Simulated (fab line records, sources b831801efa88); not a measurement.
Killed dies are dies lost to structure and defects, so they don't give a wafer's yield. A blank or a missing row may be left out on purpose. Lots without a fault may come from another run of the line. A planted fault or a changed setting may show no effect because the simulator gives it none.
A struck lot beside a sound one | flow sky130 | 20 steps out of a route of 708
Sound: wafers L406.1, L406.5, L406.6. Struck: wafers L411.1, L411.2, L411.5. The cause comes at the end.
At each step with rows: each side's tool, then ch and its chambers, then its first start. Under that, the readings that differ: sound wafers | struck wafers | difference of the means | sigmas: that difference in standard deviations of wafers without a fault.
alike: readings whose means differ by less than 2 such deviations, and words and numbers that are the same on both sides. not compared: withheld readings, readings that some wafer has no value for, bounds like >300 that may hide the same value, and numbers for which the record gives no deviation and whose values overlap.
The two part at a step that has a row with sigmas, a row that says differs or no value, or rows on one side only. Numbers that don't overlap but have no deviation are shown without sigmas and don't part them. A reading that every wafer of one side lacks parts them only if that side has two wafers or more.

first, 6 steps without rows for these wafers: SKY_VT_ADJUST_PCH_HMDS_01 (prime time 60 s); SKY_VT_ADJUST_PCH_COAT_02 (resist thk 3000 nm); SKY_VT_ADJUST_PCH_SOFTBAKE_03; SKY_VT_ADJUST_PCH_EXPOSE_04 (exposes mask NWM, target cd 840 nm); SKY_VT_ADJUST_PCH_PEB_05; SKY_VT_ADJUST_PCH_DEVELOP_06 (develop time 58.49 s).
SKY_VT_ADJUST_PCH_OVL_MEAS_07:
  sound on overlay-02, day 11 18:50; struck on overlay-02, day 13 02:41
  alike: VT_ADJUST_PCH_OVL
then, 1 step without rows for these wafers: SKY_VT_ADJUST_PCH_IMPLANT_08.
SKY_VT_ADJUST_PCH_STRIP_09: strips in O2/N2.
  sound on plasma_asher-02 ch 0,1, day 11 19:02; struck on plasma_asher-01 ch 0,1, day 13 02:52
  alike: drypump_motor_current_A, oes_product_au, strip_time_to_endpoint_s
  not compared: rf_hours_counter_h
SKY_VT_ADJUST_PCH_TW_MEAS_10:
  sound on film_metro-02, day 11 19:08; struck on film_metro-03, day 13 02:58
  alike: VT_ADJUST_PCH_TW
then, 2 steps without rows for these wafers: SKY_SONOS_TUNNEL_DEHYDRATE_00 (time 60 s); SKY_SONOS_TUNNEL_HMDS_01 (prime time 60 s).
SKY_SONOS_TUNNEL_COAT_02: resist thk 1140 nm.
  sound on litho_track-03 ch 0, day 12 06:32; struck on litho_track-03, day 13 15:32
  no value came back on the struck wafers for chill_plate_temp_C (C), dispense_pressure_kPa (kPa); on the sound wafers chill_plate_temp_C (C) reads 23.06 22.85 22.97
then, 4 steps without rows for these wafers: SKY_SONOS_TUNNEL_SOFTBAKE_03 (time 60 s); SKY_SONOS_TUNNEL_EXPOSE_04 (exposes mask TUNM, target cd 410 nm); SKY_SONOS_TUNNEL_PEB_05; SKY_SONOS_TUNNEL_DEVELOP_06 (develop time 60 s).
SKY_SONOS_TUNNEL_CD_MEAS_07: target cd 410 nm.
  sound on cd_sem-02, day 12 19:03; struck on cd_sem-02, day 14 05:03
  reading    | sound             | struck | difference                    | sigmas
  cd_nm (nm) | 406.9 408.8 407.6 | - - -  | no value on the struck wafers |
SKY_SONOS_TUNNEL_OVL_MEAS_08:
  sound on overlay-01, day 12 19:10; struck on overlay-02, day 14 05:10
  reading               | sound       | struck | difference                    | sigmas
  SONOS_TUNNEL_OVL (nm) | 3.1 1.8 1.2 | - - -  | no value on the struck wafers |
-- the record jumps here: 34 days lie between the struck wafers' starts before and after (it left off in module SONOS_TUNNEL and takes up again in module PAD_OPEN, whose first step shown is number 708 of the route) --
SKY_PAD_OPEN_PROBE_99:
  sound on prober-02, day 46 23:58; struck on prober-01, day 47 21:30
  reading             | sound     | struck      | difference | sigmas
  killed_at_front_end | 24 13 15  | 404 417 417 | +395       | +84
  killed_dies         | 108 83 84 | 492 492 492 | +400       | +40
  killed_on_rim       | 22 17 20  | 96 96 96    | +76        | +19
  alike: killed_at_M0_to_M3, killed_at_M4_up, killed_at_contacts, killed_at_other, killed_open, killed_short

WHERE THEY PART
First at SKY_SONOS_TUNNEL_COAT_02; last, within this record, at SKY_PAD_OPEN_PROBE_99.

WHY: what the simulator had put in
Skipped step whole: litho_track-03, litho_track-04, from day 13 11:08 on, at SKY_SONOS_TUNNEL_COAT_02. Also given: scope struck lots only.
